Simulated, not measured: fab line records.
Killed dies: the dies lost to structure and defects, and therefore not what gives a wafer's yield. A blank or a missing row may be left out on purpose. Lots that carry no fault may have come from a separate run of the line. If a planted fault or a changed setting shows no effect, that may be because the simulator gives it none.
Which tool was responsible? ; flow gf180mcu ; 42 wafers from 14 lots sampled at 5 of the route's 602 steps

WHAT THE GAUGES SHOWED, per wafer
GF_DUAL_GATE_OVL_MEAS_11. Usual: DUAL_GATE_OVL typically reads 0.3 nm, with standard deviation 1.1.
lot;measured;on;DUAL_GATE_OVL (nm);flag
L663;day 8 08:06;overlay-02;0.1 -1.0 -2.1;
L664;day 8 13:47;overlay-02;0.3 1.8 -0.6;
L666;day 9 08:35;overlay-01;-0.1 -1.4 0.9;
L667;day 9 13:32;overlay-01;0.6 -0.6 1.1;
L668;day 9 22:25;overlay-02;-0.5 -0.8 0.7;
L669;day 10 02:50;overlay-02;1.5 2.2 0.1;
L670;day 10 07:17;overlay-02;0.7 -1.2 1.7;
L671;day 10 15:55;overlay-02;3.2 3.0 2.4;
L673;day 11 08:40;overlay-02;-0.1 1.5 0.1;
L676;day 12 04:58;overlay-01;-0.4 -0.8 -0.4;
L679;day 13 02:01;overlay-02;0.5 -0.4 0.8;
L682;day 13 19:49;overlay-01;0.3 -1.1 0.9;
L685;day 14 18:32;overlay-02;-0.8 0.6 2.4;
L686;day 14 23:52;overlay-02;-1.1 -0.7 1.0;

GF_HV_LDD_CD_MEAS_19: target cd 400 nm. Usual: cd_nm reads 399.7 nm (standard deviation 2.6).
lot;measured;on;cd_nm (nm);flag
L663;day 10 17:11;cd_sem-02;400.2 399.7 398.7;
L664;day 10 23:39;cd_sem-01;400.5 399.1 399.8;
L666;day 11 22:16;cd_sem-01;396.9 395.6 397.4;
L667;day 12 04:56;cd_sem-01;402.9 400.9 401.1;
L668;day 12 12:08;cd_sem-02;398.4 397.7 399.9;
L669;day 12 17:05;cd_sem-01;398.7 397.8 398.3;
L670;day 12 23:57;cd_sem-02;396.3 396.2 395.7;
L671;day 13 09:14;cd_sem-02;397.1 399.9 396.7;
L673;day 14 00:49;cd_sem-01;397.6 396.2 398.4;
L676;day 15 00:34;cd_sem-01;402.8 402.0 402.0;
L679;day 16 01:16;cd_sem-02;397.7 400.8 398.9;
L682;day 16 18:26;cd_sem-02;406.3 405.0 404.7;
L685;day 17 20:07;cd_sem-02;400.7 402.6 398.7;
L686;day 18 01:45;cd_sem-01;396.4 398.9 397.0;

GF_HV_LDD_OVL_MEAS_20. Usual: HV_LDD_01_OVL typically reads -1.0 nm, with standard deviation 1.3.
lot;measured;on;HV_LDD_01_OVL (nm);flag
L663;day 10 17:16;overlay-01;-1.3 -4.6 -2.1;
L664;day 10 23:44;overlay-02;-1.1 -2.2 -1.8;
L666;day 11 22:23;overlay-02;0.1 0.5 0.1;
L667;day 12 05:03;overlay-02;-0.8 -0.7 0.6;
L668;day 12 12:15;overlay-01;-2.5 -2.8 -3.3;
L669;day 12 17:11;overlay-02;-0.4 0.5 -0.6;
L670;day 13 00:03;overlay-02;-1.6 -1.9 -1.6;
L671;day 13 09:20;overlay-02;0.8 -0.1 -1.0;
L673;day 14 00:55;overlay-02;-1.0 0.2 -0.4;
L676;day 15 00:41;overlay-01;-0.5 -1.0 -0.9;
L679;day 16 01:23;overlay-02;1.9 0.4 1.0;
L682;day 16 18:32;overlay-01;-0.5 -2.2 0.2;
L685;day 17 20:11;overlay-01;-1.9 -4.0 -3.0;
L686;day 18 01:51;overlay-01;-1.3 -2.8 -1.3;

GF_HV_LDD_RS_MEAS_53: measurement is done with a four-point probe. Usual: HV_LDD_RS typically reads 418.5 ohm/sq, with standard deviation 1.3.
lot;measured;on;HV_LDD_RS (ohm/sq);flag
L663;day 12 07:31;film_metro-01;419.2 421.1 419.0;
L664;day 12 14:47;film_metro-04;419.2 419.9 419.5;
L666;day 13 14:35;film_metro-03;418.6 419.2 418.4;
L667;day 13 21:59;film_metro-04;418.4 418.0 419.4;
L668;day 14 06:16;film_metro-04;418.0 419.6 420.0;
L669;day 14 10:32;film_metro-03;418.3 416.0 418.2;
L670;day 14 18:22;film_metro-03;416.2 416.9 416.9;
L671;day 15 04:07;film_metro-04;420.3 418.8 419.6;
L673;day 15 21:27;film_metro-04;418.1 419.7 418.7;
L676;day 16 22:19;film_metro-03;- - -;OFF
L679;day 17 23:56;film_metro-04;- - -;OFF
L682;day 18 18:34;film_metro-01;417.7 419.1 417.9;
L685;day 19 22:19;film_metro-04;419.9 418.5 420.0;
L686;day 20 03:05;film_metro-03;418.4 417.9 417.5;

WHAT TOOL EACH LOT RAN ON (gives the tool, then ch and the chambers of the sampled wafers, and finally the start)
lot;GF_HV_LDD_IMPLANT_35
L663;implanter-01 ch 0, day 11 11:50
L664;implanter-03 ch 0, day 11 18:46
L666;implanter-03 ch 0, day 12 18:25
L667;implanter-03 ch 0, day 13 01:31
L668;implanter-03 ch 0, day 13 08:55
L669;implanter-04 ch 0, day 13 13:11
L670;implanter-03 ch 0, day 13 20:35
L671;implanter-04 ch 0, day 14 06:14
L673;implanter-01 ch 0, day 14 22:49
L676;implanter-03 ch 0, day 15 23:07
L679;implanter-03 ch 0, day 17 00:02
L682;implanter-04 ch 0, day 17 17:53
L685;implanter-04 ch 0, day 18 20:59
L686;implanter-04 ch 0, day 19 02:13
- GF_HV_LDD_IMPLANT_35

AS READ BY THE TOOLS THEMSELVES (means over the sampled wafers that have a number; for cases with no such wafer, the mark the record gives instead)
GF_HV_LDD_IMPLANT_35. Usual: beam_energy_keV 59.999, standard deviation 0.018; tilt_deg 30.000 degrees, standard deviation 0.025.
lot;tool;beam_energy_keV;tilt_deg (degrees);flag
L663;implanter-01;60.007;30.020;
L664;implanter-03;60.003;29.996;
L666;implanter-03;59.983;30.005;
L667;implanter-03;60.005;29.994;
L668;implanter-03;60.001;30.000;
L669;implanter-04;60.004;29.962;
L670;implanter-03;59.976;29.983;
L671;implanter-04;60.004;30.038;
L673;implanter-01;60.015;30.021;
L676;implanter-03;60.013;29.989;
L679;implanter-03;60.003;29.997;
L682;implanter-04;60.007;29.989;
L685;implanter-04;60.001;30.050;
L686;implanter-04;60.025;29.978;

THE ANSWER, worked out from the rows above alone
Rule: lot off if the mean of its wafers having a number is beyond 3 standard deviations from the usual mean. Also off: a lot with no number at a reading for which 4 or more lots have one. Where the step has rows for the other lots, those lots are counted as sound. The gauges are gone through in route order, then the tools' own readings, and for those a lot's mean is taken as printed above. The first step at which some lot is off is used, and at that step the reading that is off furthest; a lot without a number counts as furthest.
Off: L676, L679, seen at GF_HV_LDD_RS_MEAS_53 (HV_LDD_RS). Without a number there: L676, L679.
A tool fits if, at a process step before that reading, it ran every lot that is off, and no sound lot after the first of them. The gauges at GF_HV_LDD_RS_MEAS_53 are tried like those tools. One candidate fits, namely implanter-03 at GF_HV_LDD_IMPLANT_35. Its last sound lot is L670 (day 13 20:35), its first lot that is off L676 (day 15 23:07): a fault that began between those two fits.

WHAT THE SIMULATOR PUT IN
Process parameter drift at GF_HV_LDD_IMPLANT_35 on implanter-03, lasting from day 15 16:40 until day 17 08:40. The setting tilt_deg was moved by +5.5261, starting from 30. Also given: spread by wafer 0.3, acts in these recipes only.
Lots struck among those shown: L676, L679. The rule above found the same.
